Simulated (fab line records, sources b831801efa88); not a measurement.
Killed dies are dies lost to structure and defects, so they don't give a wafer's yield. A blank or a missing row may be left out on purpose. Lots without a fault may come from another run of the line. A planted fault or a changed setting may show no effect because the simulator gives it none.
A struck lot beside a sound one | flow sky130 | 15 steps out of a route of 708
Sound: wafers L316.2, L316.4, L316.5. Struck: wafers L324.1, L324.5, L324.6. The cause comes at the end.
At each step with rows: each side's tool, then ch and its chambers, then its first start. Under that, the readings that differ: sound wafers | struck wafers | difference of the means | sigmas: that difference in standard deviations of wafers without a fault.
alike: readings whose means differ by less than 2 such deviations, and words and numbers that are the same on both sides. not compared: withheld readings, readings that some wafer has no value for, bounds like >300 that may hide the same value, and numbers for which the record gives no deviation and whose values overlap.
The two part at a step that has a row with sigmas, a row that says differs or no value, or rows on one side only. Numbers that don't overlap but have no deviation are shown without sigmas and don't part them. A reading that every wafer of one side lacks parts them only if that side has two wafers or more.

first, 8 steps without rows for these wafers: SKY_FIELD_ISO_DEHYDRATE_05 (time 60 s); SKY_FIELD_ISO_HMDS_06 (prime time 60 s); SKY_FIELD_ISO_COAT_07 (resist thk 60 nm); SKY_FIELD_ISO_COAT_08 (resist thk 450 nm); SKY_FIELD_ISO_SOFTBAKE_09 (time 90 s); SKY_FIELD_ISO_EXPOSE_10 (exposes mask FOM, target cd 150 nm); SKY_FIELD_ISO_PEB_11; SKY_FIELD_ISO_DEVELOP_12 (develop time 60 s).
SKY_FIELD_ISO_CD_MEAS_13: target cd 150 nm.
  sound on cd_sem-01, day 3 04:31; struck on cd_sem-02, day 4 21:35
  alike: cd_nm
SKY_FIELD_ISO_ETCH_14: etches BARC in N2/H2, stops on SiO2, time 45.9 s, target depth 60 nm.
  sound on rie_diel-03 ch 0,1,3, day 3 04:37; struck on rie_diel-03 ch 1,2, day 4 21:43
  alike: drypump_motor_current_A, oes_product_au, rf_fwd_power_W, run_length_s, throttle_valve_pct
  not compared: rf_hours_counter_h
SKY_FIELD_ISO_ETCH_15: etches the open film in CHF3/O2, stops on Si, target depth 180 nm, time 72 s.
  sound on rie_diel-03 ch 0,1,3, day 3 04:39; struck on rie_diel-03 ch 1,2, day 4 21:45
  alike: drypump_motor_current_A, oes_product_au, rf_fwd_power_W, run_length_s, throttle_valve_pct
  not compared: rf_hours_counter_h
SKY_FIELD_ISO_STRIP_16: strips in O2/N2.
  sound on plasma_asher-03 ch 0,1, day 3 04:43; struck on plasma_asher-01 ch 0,1, day 4 21:49
  alike: drypump_motor_current_A, oes_product_au, strip_time_to_endpoint_s
  not compared: rf_hours_counter_h
SKY_FIELD_ISO_ETCH_17: etches Si in HBr/Cl2/O2, target depth 342 nm, time 97.7 s.
  sound on rie_si-02 ch 0,2,3, day 3 04:49; struck on rie_si-01 ch 1,2, day 4 21:55
  reading                               | sound             | struck            | difference | sigmas
  run_length_s (s)                      | 125.3 125.3 125.5 | 133.2 133.5 133.4 | +8.0       | +26
  model.FIELD_ISO.feature_depth_nm (nm) | 340.5 347.9 340.3 | 377.2 364.1 380.9 | +31.2      |
  model.etch.depth_nm (nm)              | 340.5 347.9 340.3 | 377.2 364.1 380.9 | +31.2      |
  alike: drypump_motor_current_A, oes_product_au, rf_fwd_power_W, throttle_valve_pct
  not compared: rf_hours_counter_h
then, 1 step without rows for these wafers: SKY_FIELD_ISO_WET_ETCH_18 (etches Si3N4 in H3PO4, target depth 25 nm, time 286 s).
-- the record jumps here: 44 days lie between the struck wafers' starts before and after (it left off in module FIELD_ISO and takes up again in module PAD_OPEN, whose first step shown is number 708 of the route) --
SKY_PAD_OPEN_PROBE_99:
  sound on prober-01, day 47 03:04; struck on prober-02, day 49 06:41
  reading                                 | sound                         | struck                        | difference | sigmas
  model.etest.res_p_drift_20v.line_ohm_um | 1.134e+04 1.208e+04 1.136e+04 | 1.42e+04 1.283e+04 1.487e+04  | +2.37e+03  |
  model.etest.res_p_drift_20v.rs_ohm_sq   | 9586 1.013e+04 9486           | 1.186e+04 1.064e+04 1.242e+04 | +1.906e+03 |
  model.etest.pfet_16v.r_on_ohm_um        | 1.5e+04 1.533e+04 1.501e+04   | 1.655e+04 1.58e+04 1.701e+04  | +1.340e+03 |
  model.etest.res_nwell.rs_ohm_sq         | 947.6 981.2 955.5             | 1036 982.2 1062               | +65        |
  alike: killed_at_M0_to_M3, killed_at_M4_up, killed_at_contacts, killed_at_front_end, killed_at_other, killed_dies, killed_open, killed_short
  not compared: model.etest.res_iso_pwell.rs_ohm_sq, model.etest.res_iso_pwell.line_ohm_um, model.etest.nfet_16v.r_on_ohm_um, model.etest.res_nwell.line_ohm_um

WHERE THEY PART
Only at SKY_FIELD_ISO_ETCH_17, within this record. Later steps at which nothing parts them and some readings are alike: SKY_PAD_OPEN_PROBE_99.

WHY: what the simulator had put in
Process parameter drift: rie_si-01, from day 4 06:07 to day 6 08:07, at SKY_FIELD_ISO_ETCH_17. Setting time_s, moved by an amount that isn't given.
